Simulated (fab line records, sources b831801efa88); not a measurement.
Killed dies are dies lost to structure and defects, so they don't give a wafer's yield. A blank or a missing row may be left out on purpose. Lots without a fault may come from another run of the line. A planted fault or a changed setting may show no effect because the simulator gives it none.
fab line records | flow sky130
record lots=13 wafers=39 last_day=50
route steps=708 shown GATE_OXIDE@199 CONTACT@411 PAD_OPEN@708
lots that met no fault: from a run of the same line without faults
start_h: hours from the record's first day to the start of the lot's first wafer shown | wait_h: hours since the lot's step before | " the same as in the row above | L1.1+2: a row that stands for several wafers | - no value, or no start given | * or withheld: withheld | < > ~ a bound
route shown NAME@n: a module of which the file shows steps, and the number in the route of the first | usual: mean/standard deviation of fault-free wafers | same: alike in all rows | chamber/n: place in a boat | sites: the reading at each site | _std_site: their standard deviation | _edge_site: outer sites' mean less inner sites' | radius_mm: how far each site lies from the wafer's centre | mask NAME#n: copy n | behind: the tool/chamber that last shaped the wafer | hold: why the lot was held/for how many hours/how that ended | device: the transistor (n, p or np) that didn't switch | end of line: the same wafers' tests at the end of the route | a step without rows: its recipe alone | killed: dies lost to structure and defects at the first sort, not the wafer's yield | map: a wafer's dies, x killed, . not, _ none there
set.NAME: the setting as run; set.NAME@STEP: as run at that earlier step | model.NAME: the simulator's own value behind a step, which no gauge read
steps of the route over a sample of lots; a table a step, a row a wafer
services: from which hour (start_h, from the record's first day; less than 0 if before it) a tool's chamber was out of use, for how many hours, and why
## steps
# step SKY_GATE_OXIDE_WET_ETCH_12
# recipe chemistry=dHF target_depth_nm=16.8 dry=n2_spin target=SiO2 dilution=100:1 temp_c=25 time_s=336
# usual bath_heat_duty_pct=6.7/0.87 run_length_s=364/3.2
# columns lot.wafer tool chamber start_h wait_h bath_heat_duty_pct run_length_s
L356.1 wet_bench-02 0 316.02 0.1 8.3 361
L356.3 " 0 " " 7.8 361
L356.4 " 0 " " 7.5 361
L360.3 wet_bench-02 2 353.50 0.1 7.0 369
L360.4 " 2 " " 7.5 369
L360.5 " 2 " " 6.9 369
L361.3 wet_bench-04 2 362.00 0.1 5.4 363
L361.4 " 2 " " 4.9 363
L361.5 " 2 " " 6.8 363
L363.3 wet_bench-02 3 378.90 0.1 6.6 363
L363.4 " 3 " " 7.0 363
L363.5 " 3 " " 7.0 363
L364.1 wet_bench-02 2 384.80 0.1 - -
L364.3 " 2 " " - -
L364.4 " 2 " " - -
L365.1 wet_bench-01 2 391.87 0.1 - -
L365.3 " 2 " " - -
L365.4 " 2 " " - -
L366.2 wet_bench-01 1 403.90 0.1 - -
L366.3 " 1 " " - -
L366.5 " 1 " " - -
L371.2 wet_bench-01 0 444.85 0.1 6.9 364
L371.4 " 0 " " 7.4 364
L371.6 " 0 " " 6.4 364
L372.1 wet_bench-01 0 478.00 0.1 7.6 364
L372.5 " 0 " " 5.9 364
L372.6 " 0 " " 6.3 364
L373.2 wet_bench-04 3 490.37 0.1 6.7 362
L373.3 " 3 " " 5.4 362
L373.6 " 3 " " 5.9 362
L376.3 wet_bench-01 1 491.62 0.1 5.6 363
L376.4 " 1 " " 4.8 363
L376.5 " 1 " " 5.2 363
L375.2 wet_bench-01 2 498.52 0.1 6.9 361
L375.3 " 2 " " 6.5 361
L375.5 " 2 " " 6.9 361
L378.4 wet_bench-02 0 515.92 0.1 8.0 363
L378.5 " 0 " " 6.6 363
L378.6 " 0 " " 7.5 363
# step SKY_CONTACT_BOW_MEAS_05
# recipe mode=bow
# usual CONTACT_BOW=81/7
# columns lot.wafer tool chamber start_h wait_h CONTACT_BOW[um]
L356.1 film_metro-04 - 720.72 0.1 87
L356.3 " - " " 76
L356.4 " - " " 69
L360.3 film_metro-04 - 756.76 0.2 80
L360.4 " - " " 75
L360.5 " - " " 75
L361.3 film_metro-04 - 760.44 0.1 79
L361.4 " - " " 82
L361.5 " - " " 86
L363.3 film_metro-04 - 780.20 0.1 82
L363.4 " - " " 78
L363.5 " - " " 84
L371.2 film_metro-01 - 839.10 0.1 78
L371.4 " - " " 79
L371.6 " - " " 75
L372.1 film_metro-02 - 871.01 0.2 82
L372.5 " - " " 76
L372.6 " - " " 75
L373.2 film_metro-04 - 871.50 0.1 78
L373.3 " - " " 69
L373.6 " - " " 75
L376.3 film_metro-04 - 873.04 0.1 91
L376.4 " - " " 83
L376.5 " - " " 84
L375.2 film_metro-04 - 875.52 0.1 89
L375.3 " - " " 82
L375.5 " - " " 82
L378.4 film_metro-01 - 899.79 0.3 93
L378.5 " - " " 76
L378.6 " - " " 80
# step SKY_CONTACT_ETCH_16
# recipe chemistry=N2/H2 target=BARC ion_energy_ev=200 source_w=500 bias_w=100 pressure_mtorr=30 n2_flow_sccm=100 h2_flow_sccm=200 stop_on=SiO2 time_s=45.9 target_depth_a=600
# usual bias_w=100.0/0.31 chamber_pressure_mTorr=29.999/0.028 drypump_motor_current_A=5.9/0.4 oes_product_au=0.855/0.0047 throttle_valve_pct=13.224/0.0096
# columns lot.wafer tool chamber start_h wait_h bias_w chamber_pressure_mTorr drypump_motor_current_A oes_product_au rf_hours_counter_h throttle_valve_pct
L356.1 rie_diel-02 0 748.09 0.0 99.7 29.998 6.0 0.850 21 13.216
L356.3 " 2 " " 99.8 30.017 5.7 0.849 20 13.230
L356.4 " 1 " " 99.9 29.986 5.8 0.854 10 13.219
L360.3 rie_diel-02 0 783.29 0.0 100.2 29.937 6.0 0.860 22 13.238
L360.4 " 3 " " 100.7 30.008 6.2 0.853 19 13.233
L360.5 " 3 " " 99.6 30.076 6.2 0.860 - 13.211
L361.3 rie_diel-02 0 786.89 0.0 99.6 29.989 6.0 0.851 22 13.221
L361.4 " 1 " " 100.0 29.981 5.7 0.859 11 13.220
L361.5 " 1 " " 99.8 29.993 5.8 0.858 - 13.232
L363.3 rie_diel-01 0 807.44 0.0 99.5 30.038 6.5 0.852 11 13.234
L363.4 " 1 " " 100.0 30.046 5.9 0.855 25 13.233
L363.5 " 0 " " 99.4 30.020 6.4 0.848 - 13.230
L371.2 rie_diel-03 0 865.72 0.0 100.0 29.958 5.7 0.856 11 13.224
L371.4 " 2 " " 100.4 30.006 6.5 0.844 - 13.217
L371.6 " 1 " " 100.4 29.947 5.8 0.855 - 13.226
L372.1 rie_diel-03 2 897.29 0.0 100.3 30.034 6.5 0.859 6 13.237
L372.5 " 0 " " 100.4 30.019 5.7 0.857 - 13.230
L372.6 " 1 " " 100.2 30.018 5.8 0.857 - 13.221
L373.2 rie_diel-02 1 897.41 0.0 99.8 29.977 5.7 0.862 15 13.225
L373.3 " 3 " " 100.0 30.002 6.1 0.851 23 13.206
L373.6 " 3 " " 100.1 29.960 6.2 0.851 - 13.228
L376.3 rie_diel-03 0 898.79 0.0 100.4 29.969 5.7 0.854 12 13.215
L376.4 " 2 " " 99.6 29.967 6.5 0.853 - 13.225
L376.5 " 1 " " 100.1 29.995 5.9 0.856 - 13.230
L375.2 rie_diel-02 2 901.17 0.0 100.1 30.012 5.7 0.853 25 13.220
L375.3 " 3 " " 100.5 29.991 6.2 0.853 24 13.222
L375.5 " 2 " " 100.5 29.962 5.7 0.851 - 13.224
L378.4 rie_diel-02 1 924.92 0.0 99.5 30.009 5.8 0.860 16 13.224
L378.5 " 1 " " 99.7 30.031 5.7 0.855 - 13.216
L378.6 " 0 " " 100.6 30.029 6.0 0.862 - 13.227
# step SKY_CONTACT_CMP_27
# recipe stop_on=SiO2 t_overpolish_s=15 down_force_psi=3.5 platen_rpm=60 target_thk_nm=0 pad_velocity_m_s=0.94248
# usual edge_zone_pressure_frac=1.000/0.0047 motor_current_A=10.6/0.85 overpolish_run_s=15.000/0.0093 slurry_flow_ml_min=150.0/0.49 time_to_endpoint_s=80.0/2.5
# columns lot.wafer tool chamber start_h wait_h edge_zone_pressure_frac motor_current_A overpolish_run_s slurry_flow_ml_min time_to_endpoint_s
L356.1 cmp-01 3 749.20 0.1 1.002 10.7 15.010 149.5 76.8
L356.4 " 0 " " 1.005 10.1 14.998 149.8 80.0
L356.3 " 2 " " 1.000 10.2 14.995 150.8 77.8
L360.4 cmp-01 1 784.42 0.1 1.012 11.5 15.007 150.1 78.0
L360.3 " 3 " " 1.004 10.6 15.002 150.2 77.2
L360.5 " 0 " " 0.998 10.7 15.001 149.6 79.4
L361.4 cmp-01 0 788.07 0.1 0.998 10.5 15.017 150.5 78.8
L361.3 " 1 " " 1.007 11.7 15.005 150.1 79.1
L361.5 " 3 " " 0.998 10.7 14.985 150.0 76.4
L363.3 cmp-02 0 808.59 0.1 0.991 9.8 15.012 150.1 78.7
L363.4 " 1 " " 1.002 10.0 15.002 149.4 77.3
L363.5 " 0 " " 0.990 10.2 15.006 149.6 75.2
L371.4 cmp-01 2 866.90 0.1 1.009 9.5 15.000 150.1 83.5
L371.2 " 3 " " 0.999 10.9 14.988 149.5 81.0
L371.6 " 0 " " 1.006 10.6 14.998 150.1 79.8
L372.1 cmp-02 1 898.53 0.1 1.002 9.6 15.007 149.8 82.1
L372.5 " 1 " " 0.992 9.3 15.007 150.0 78.8
L372.6 " 2 " " 1.001 12.7 15.013 150.1 82.1
L373.2 cmp-01 3 898.60 0.1 1.006 10.6 15.007 150.2 82.8
L373.3 " 1 " " 0.998 11.3 15.001 150.4 81.9
L373.6 " 2 " " 0.999 9.8 15.019 150.2 82.8
L376.3 cmp-02 0 900.13 0.2 1.003 9.9 14.998 149.6 80.6
L376.4 " 1 " " 0.994 9.8 15.013 149.2 79.4
L376.5 " 3 " " 1.001 10.2 15.002 149.4 81.6
L375.2 cmp-02 1 902.33 0.1 1.006 9.9 14.996 149.5 79.3
L375.3 " 2 " " 0.998 12.6 14.991 149.5 81.5
L375.5 " 1 " " 1.001 10.2 15.012 149.7 78.8
L378.4 cmp-02 1 926.13 0.1 1.006 9.9 15.008 149.6 76.6
L378.6 " 0 " " 1.001 10.6 14.996 149.8 76.1
L378.5 " 1 " " 0.996 9.8 15.011 149.9 77.6
# step SKY_PAD_OPEN_PROBE_99
# usual killed_at_M0_to_M3=43/6.9 killed_at_M4_up=3.1/1.9 killed_at_contacts=24/5.4 killed_at_front_end=14/4.3 killed_at_other=0.3/0.53 killed_dies=84/9.5 killed_on_rim=16/4.1 killed_open=46/6.8 killed_short=38/6
# same gross_dies=492 killed_at_back_side=0
# columns lot.wafer tool chamber start_h wait_h killed_at_M0_to_M3 killed_at_M4_up killed_at_contacts killed_at_front_end killed_at_other killed_dies killed_on_rim killed_open killed_short
L364.1 prober-01 - 1132.01 0.1 35 1 25 431 0 492 96 42 29
L364.3 prober-01 - 1132.11 0.2 43 1 34 414 0 492 96 50 38
L364.4 prober-01 - 1132.16 0.2 39 3 27 423 0 492 96 44 36
L365.1 prober-02 - 1133.90 0.1 32 4 24 432 0 492 96 44 32
L365.3 prober-02 - 1134.00 0.2 44 5 27 416 0 492 96 49 43
L365.4 prober-02 - 1134.05 0.2 55 2 32 402 1 492 96 56 45
L366.2 prober-01 - 1140.86 0.1 51 2 24 415 0 492 96 47 37
L366.3 prober-01 - 1140.91 0.2 38 2 28 423 1 492 96 47 38
L366.5 prober-01 - 1141.01 0.2 54 2 26 410 0 492 96 54 37
# killed by level:class
L364.1 GATE_OXIDE:area_etch=420 LI_CONTACT:geometric_particle:open=11 VIA1:geometric_particle:open=9 CONTACT:geometric_particle:open=7 VIA3:geometric_particle:open=7 CONTACT:geometric_particle:short=5 VIA1:geometric_particle:short=4 FIELD_ISO:geometric_particle:short=3
L364.3 GATE_OXIDE:area_etch=404 CONTACT:geometric_particle:open=13 VIA1:geometric_particle:open=12 LI_CONTACT:geometric_particle:open=9 METAL2:geometric_particle:short=6 LI_CONTACT:geometric_particle:short=6 VIA3:geometric_particle:short=6 VIA2:geometric_particle:open=5
L364.4 GATE_OXIDE:area_etch=412 LI_CONTACT:geometric_particle:open=10 CONTACT:geometric_particle:open=10 LOCAL_INTERCONNECT:geometric_particle:short=6 VIA3:geometric_particle:short=6 VIA1:geometric_particle:open=5 VIA1:geometric_particle:short=5 VIA2:geometric_particle:open=5
L365.1 GATE_OXIDE:area_etch=416 LI_CONTACT:geometric_particle:open=10 CONTACT:geometric_particle:open=8 VIA1:geometric_particle:open=8 METAL1:geometric_particle:open=5 METAL1:geometric_particle:short=5 POLY_GATE:geometric_particle:short=4 METAL2:geometric_particle:short=4
L365.3 GATE_OXIDE:area_etch=400 VIA1:geometric_particle:open=12 LI_CONTACT:geometric_particle:open=9 CONTACT:geometric_particle:open=7 METAL1:geometric_particle:short=7 FIELD_ISO:geometric_particle:short=4 CONTACT:geometric_particle:short=4 POLY_GATE:geometric_particle:short=4
L365.4 GATE_OXIDE:area_etch=391 VIA1:geometric_particle:open=10 LI_CONTACT:geometric_particle:open=8 VIA3:geometric_particle:open=7 CONTACT:geometric_particle:open=7 CONTACT:geometric_particle:short=6 METAL1:geometric_particle:short=6 METAL2:geometric_particle:short=6
L366.2 GATE_OXIDE:area_etch=408 VIA1:geometric_particle:open=15 CONTACT:geometric_particle:open=9 VIA2:geometric_particle:open=9 CONTACT:geometric_particle:short=9 LI_CONTACT:geometric_particle:open=5 METAL1:geometric_particle:short=5 METAL2:geometric_particle:short=5
L366.3 GATE_OXIDE:area_etch=406 LI_CONTACT:geometric_particle:open=10 VIA2:geometric_particle:open=10 VIA1:geometric_particle:open=8 CONTACT:geometric_particle:open=7 CONTACT:geometric_particle:short=6 VIA1:geometric_particle:short=6 FIELD_ISO:geometric_particle:short=5
L366.5 GATE_OXIDE:area_etch=401 VIA1:geometric_particle:open=18 CONTACT:geometric_particle:open=9 VIA3:geometric_particle:open=8 METAL2:geometric_particle:short=7 LI_CONTACT:geometric_particle:short=6 VIA2:geometric_particle:open=6 LI_CONTACT:geometric_particle:open=5
## services
# columns tool chamber start_h hours kind
rie_diel-02 1 304.16 1.3 repair
cmp-01 - 304.35 1.3 repair
rie_diel-02 1 306.64 8.2 repair
cmp-01 - 307.66 0.7 repair
cmp-01 - 339.49 1.8 repair
cmp-01 - 355.63 5.0 pm
cmp-01 - 370.11 0.6 repair
cmp-01 - 372.02 1.7 repair
wet_bench-02 - 372.70 5.2 repair
rie_diel-02 1 390.47 6.5 repair
cmp-02 - 404.00 4.0 pm
cmp-02 - 412.68 0.5 repair
cmp-02 - 457.91 3.8 repair
cmp-02 - 464.78 12.4 pm
rie_diel-02 - 532.94 15.6 pm
rie_diel-02 - 604.79 0.7 repair
rie_diel-02 2 633.54 2.4 repair
rie_diel-02 - 678.25 14.6 pm
rie_diel-02 2 696.46 4.6 repair
rie_diel-02 1 700.66 4.5 repair
rie_diel-02 - 702.75 14.8 repair
rie_diel-02 1 810.51 3.6 repair
rie_diel-02 0 869.63 6.4 repair
wet_bench-01 - 889.13 1.7 repair
## key
first_sign step=SKY_GATE_OXIDE_WET_ETCH_12 reading=tool_record direction=missing
effect step=SKY_PAD_OPEN_PROBE_99 reading=killed_at_front_end direction=up sigmas=94 usual=14 struck=418
more_kills_born_at SKY_GATE_OXIDE_WET_ETCH_12@wet_bench-01=2422 SKY_GATE_OXIDE_WET_ETCH_12@wet_bench-02=1236
met_at SKY_GATE_OXIDE_WET_ETCH_12
struck_lots L364,L365,L366
later_rows_left_out L364.1,L364.3,L364.4,L365.1,L365.3,L365.4,L366.2,L366.3,L366.5
tester_left_out L364,L365,L366
not_acting_at SKY_CONTACT_BOW_MEAS_05,SKY_CONTACT_ETCH_16,SKY_CONTACT_CMP_27
onset_between 378.90 384.80
fault kind=skipped_step_whole tool=wet_bench-01,wet_bench-02 chamber=- onset_h=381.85 steps=SKY_GATE_OXIDE_WET_ETCH_12 scope=struck_lots_only
# tester_left_out: of these lots the tester's yield and bins aren't shown, on N5 and GAA mostly nor the transistor test; their killed dies are dies lost to structure and defects alone, not to doping, threshold or leakage, so they don't give the yield
# later_rows_left_out: the simulator's readings of these wafers behind a module that went badly wrong aren't trusted and aren't shown, but for the sort
